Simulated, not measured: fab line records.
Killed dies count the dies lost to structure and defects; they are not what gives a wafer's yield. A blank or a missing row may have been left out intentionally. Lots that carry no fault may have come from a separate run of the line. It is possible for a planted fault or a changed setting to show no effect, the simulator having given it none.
8D (eight disciplines) problem report, filled in by code -- flow sky130 -- the parts of the form that need people (team, actions taken, sign-off) are left out

== 1. THE ISSUE ==
Mean of sort_bin_3_pad_short at SKY_PAD_OPEN_PROBE_99: 5.2 % across 2 wafers in 2 lots; on wafers with no fault it is 0.9 % (standard deviation 0.43). That puts it +10 standard deviations away from the usual mean.
First seen on wafer L592.1, day 50 08:35, on prober-02. The record has a number at this step for 36 wafers belonging to 12 lots. Rule for "out" (also "out of limits"): further than 4 standard deviations from the usual mean. The rest of the wafers with a number are treated as sound.

== 2. WHAT IT IS, WHAT IT ISN'T ==
question,is,is not
which readings at this step,"sort_bin_3_pad_short, defect limited yield, killed_at_M0_to_M3, killed dies, sort n pass, sort yield pct","killed_at_M4_up, killed at front end, killed open, killed short, sort_bin_6_memory"
which lots,"L592, L593","L573, L574, L575, L576, L577, L579, L583, L584, L594, L596"
which wafers of those lots,"L592.1, L593.4","L592.2, L592.5, L593.5, L593.6"
read on which tools,"prober-01, prober-02",-
when,from day 50 08:35,"up to then (24 sound wafers); but 10 sound wafers of L592, L593, L594, L596 came after"

== 3. THE SUSPECTS, EACH WITH WHAT RULES IT OUT ==
Counting: any tool at a process step up to the reading remains a suspect provided it ran every lot that is out. Sound lots after the first of them don't rule it out here, since some wafers of a struck lot are sound.
- rie diel-04 at SKY_VIA2_ETCH_15 (etches SiO2 in C4F8/O2/Ar, stops on TiN, target depth 546 nm, time 84 s): kept. It processed each lot that is out (first: L592, day 42 07:50); up to then, its last sound lot is L577 (day 37 18:17).
- rie diel-04, SKY_VIA2_ETCH_15: wafers that are out in chamber 2, sound lot-mates in chambers 0, 1.
Remaining after the count: rie diel-04 at SKY_VIA2_ETCH_15.

== 4. THE CAUSE (what the simulator had put in) ==
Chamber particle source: rie diel-04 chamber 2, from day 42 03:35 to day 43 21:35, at SKY_VIA2_ETCH_15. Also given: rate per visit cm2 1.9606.
The count eliminated every tool but this one.

== 5. THE CHAIN OF EFFECTS, in route order ==
Rows list readings where the struck wafers' mean (over those with a number) sits beyond 3 standard deviations from the usual. Only readings for which the record gives a usual standard deviation are gone through. hours: the time from each lot's start at the first step in this table that gives one to its start at this step, as a median over the lots. sigmas: the change in usual standard deviations.
hours,step,reading,usual,on struck wafers,change,sigmas
0,SKY_PAD_OPEN_PROBE_99,defect limited yield,82.4 %,71.0,-11.4,-6.3
0,SKY_PAD_OPEN_PROBE_99,killed_at_M0_to_M3,44,110,+66,+9.4
0,SKY_PAD_OPEN_PROBE_99,killed dies,86,142,+56,+6.5
0,SKY_PAD_OPEN_PROBE_99,sort_bin_3_pad_short,0.9 %,5.2,+4.3,+10
0,SKY_PAD_OPEN_PROBE_99,sort_bin_5_function,10.4 %,15.8,+5.4,+3.9
0,SKY_PAD_OPEN_PROBE_99,sort n pass,406,350,-56,-6.5
0,SKY_PAD_OPEN_PROBE_99,sort yield pct,82.4 %,71.0,-11.4,-6.3
The process steps in it:
- SKY_PAD_OPEN_PROBE_99

== 6. WHAT WOULD HAVE CAUGHT IT SOONER ==
The fault began at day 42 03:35; the first out-of-limits reading in this record came at day 50 08:35, 197 hours later.
No tool reading at SKY_VIA2_ETCH_15 that has a usual standard deviation in the record was out on any struck wafer, so an alarm limit of 4 standard deviations on those readings would not have fired.
By day 50 08:35 the whole set of lots that are out, 2 in number, had already begun SKY_VIA2_ETCH_15 on rie diel-04. Tool hold at that time: it would have spared none of them.
